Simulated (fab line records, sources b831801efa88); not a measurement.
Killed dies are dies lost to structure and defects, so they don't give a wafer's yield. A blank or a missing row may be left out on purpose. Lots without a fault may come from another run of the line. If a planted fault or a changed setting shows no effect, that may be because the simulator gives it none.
Comparing a struck lot with a sound one | flow sfqLine | 34 out of 325 route steps
Sound: wafers L853.1, L853.2, L853.5. Wafers struck: L860.1, L860.2, L860.3. The cause is given at the end.
For every step that has rows: the tool of each side, followed by ch and its chambers, followed by its first start. Under that, the readings that differ: sound wafers | struck wafers | difference of the means | sigmas: that difference in standard deviations of wafers without a fault.
alike: a reading whose means differ by less than 2 such deviations, as well as words and numbers matching on both sides. not compared: withheld readings; readings where some wafer has no value; bounds like >300 that might hide an equal value; numbers whose values overlap and for which the record gives no deviation.
Wherever a step has rows on one side only, a row that says differs or no value, or a row with sigmas, the two part there. Non-overlapping numbers with no deviation appear without sigmas and do not part them. Lack of a reading on every wafer of one side parts them only where that side has two or more wafers.

first, 6 steps without rows for these wafers: SFQ_TRILAYER_M6_LITHO_COAT_164 (resist thk 62 nm); SFQ_TRILAYER_M6_LITHO_COAT_159 (resist thk 600 nm); SFQ_TRILAYER_M6_LITHO_SOFTBAKE_163; SFQ_TRILAYER_M6_LITHO_EXPOSE_160 (exposes mask M6, target cd 500 nm); SFQ_TRILAYER_M6_LITHO_PEB_162 (peb time 60 s); SFQ_TRILAYER_M6_LITHO_DEVELOP_161 (time 60 s).
SFQ_M6_OVL_MEAS_940:
  struck on overlay-01, day 73 03:31; sound on overlay-02, day 71 06:40
  alike: M6_OVL
then, 1 step without rows for these wafers: SFQ_TRILAYER_M6_BARC_OPEN_METAL_ETCH_206 (etches BARC in O2, target depth 125 nm, time 41.7 s).
SFQ_TRILAYER_M6_ETCH_METAL_ETCH_162: etches Nb in Cl2/Ar, stops on SiO2, target depth 240 nm, time 120 s.
  sound on rieMetal-01 ch 0, day 71 06:50; struck on rieMetal-03 ch 0,1, day 73 03:37
  alike: drypumpMotorCurrentA, oesProductAu
  not compared: rfHoursCounterH
SFQ_TRILAYER_M6_STRIP_STRIP_163: strips in O2.
  sound on rieMetal-01 ch 0, day 71 07:05; struck on rieMetal-03 ch 0,1, day 73 03:44
  alike: drypumpMotorCurrentA, oesProductAu
  not compared: rfHoursCounterH
then, 1 step without rows for these wafers: SFQ_TRILAYER_M6_STRIP_SOLV_CLEAN_164 (cleans in NMP, time 600 s).
SFQ_TRILAYER_I6_DEP_PECVD_165: deposits SiO2 from SiH4/N2O, time 111.11 s, target thk 500 nm.
  sound on pecvd-04 ch 1,2, day 71 08:27; struck on pecvd-01 ch 0,1,2, day 73 04:43
  no value came back on the struck wafers for chamberPressureTorr (Torr), heaterPowerOuterW (W), heaterPowerW (W), throttleValvePct (%); on the sound wafers chamberPressureTorr (Torr) reads 2.390 2.404 2.406
SFQ_TRILAYER_I6_CMP_CMP_166: polishes SiO2.
  sound on cmp-02 ch 0,2, day 71 08:32; struck on cmp-01 ch 1,2,3, day 73 04:48
reading             | sound       | struck | difference                    | sigmas
timeToEndpointS (s) | 214 217 222 | - - -  | no value on the struck wafers | 
  alike: edgeZonePressureFrac, motorCurrentA
SFQ_I6_BOW_MEAS_941:
  struck on filmMetro-03, day 73 07:48; sound on filmMetro-01, day 71 11:32
  alike: I6_BOW
SFQ_TRILAYER_I6_METRO_MEASURE_167:
  struck on filmMetro-03, day 73 07:55; sound on filmMetro-01, day 71 11:39
then, 6 steps without rows for these wafers: SFQ_TRILAYER_I6_VIA_LITHO_COAT_174 (resist thk 62 nm); SFQ_TRILAYER_I6_VIA_LITHO_COAT_169 (resist thk 650 nm); SFQ_TRILAYER_I6_VIA_LITHO_SOFTBAKE_173; SFQ_TRILAYER_I6_VIA_LITHO_EXPOSE_170 (exposes mask I6, target cd 700 nm); SFQ_TRILAYER_I6_VIA_LITHO_PEB_172 (peb time 60 s); SFQ_TRILAYER_I6_VIA_LITHO_DEVELOP_171 (time 60 s).
-- the record jumps here: 4 days lie between the struck wafers' starts before and after --
SFQ_I6_OVL_MEAS_942:
  struck on overlay-02, day 77 18:55; sound on overlay-02, day 75 22:31
  alike: I6_OVL
SFQ_TRILAYER_I6_VIA_BARC_OPEN_VIA_ETCH_235: etches BARC in O2, target depth 125 nm, time 41.7 s.
  sound on rieDiel-04 ch 0,2,3, day 75 22:33; struck on rieDiel-01 ch 0,2,3, day 77 18:57
  alike: drypumpMotorCurrentA, oesProductAu
  not compared: rfHoursCounterH
SFQ_TRILAYER_I6_VIA_ETCH_VIA_ETCH_172: etches SiO2 in CHF3, stops on Nb, target depth 260 nm.
  sound on rieDiel-04 ch 0,2,3, day 75 22:35; struck on rieDiel-01 ch 0,2,3, day 77 18:59
reading                 | sound             | struck            | difference | sigmas
oesProductAu (a.u.)     | 0.861 0.855 0.859 | 0.378 0.370 0.371 | -0.485     | -99 or more
model.etch.depthNm (nm) | 200.5 201.3 201.2 | 0 0 0             | -201       | 
  alike: drypumpMotorCurrentA
then, 3 steps without rows for these wafers: SFQ_TRILAYER_I6_VIA_STRIP_STRIP_173 (strips in O2); SFQ_TRILAYER_I6_VIA_STRIP_SOLV_CLEAN_174 (cleans in NMP, time 600 s); SFQ_TRILAYER_M7_DEP_PRE_CLEAN_176 (time 22.5 s).
SFQ_TRILAYER_M7_DEP_SPUTTER_175: material Nb, target thk 200 nm, time 133.3 s.
  struck on pvdSputter-03, day 77 19:55; sound on pvdSputter-06, day 75 23:32
  alike: throttleValvePct
SFQ_M7_RS_MEAS_943: the measuring method here is four-point-probe.
  struck on filmMetro-02, day 77 20:00; sound on filmMetro-01, day 75 23:43
  alike: M7_NB_RS
then, 3 steps without rows for these wafers: SFQ_TRILAYER_M7_LITHO_COAT_182 (resist thk 62 nm); SFQ_TRILAYER_M7_LITHO_COAT_177 (resist thk 600 nm); SFQ_TRILAYER_M7_LITHO_SOFTBAKE_181.
-- the record jumps here: 4 days lie between the struck wafers' starts before and after --
SFQ_TRILAYER_M7_LITHO_EXPOSE_178: exposes mask M7, target cd 500 nm.
  sound on krfScanner-02 ch 0, day 80 03:18; struck on krfScanner-01, day 81 19:01
  no value came back on the struck wafers for exposureDoseMJCm2, focusOffsetNm (nm); on the sound wafers exposureDoseMJCm2 reads 14.404 14.400 14.393
  alike: mask
then, 1 step without rows for these wafers: SFQ_TRILAYER_M7_LITHO_PEB_180 (peb time 60 s).

## WHERE THEY PART
Last at SFQ_TRILAYER_M7_LITHO_EXPOSE_178 as far as this record goes, first at SFQ_TRILAYER_I6_DEP_PECVD_165.

WHY: whatever the simulator had introduced
Skipped step whole: pecvd-01, from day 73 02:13 on, at SFQ_TRILAYER_I6_DEP_PECVD_165. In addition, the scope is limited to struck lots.
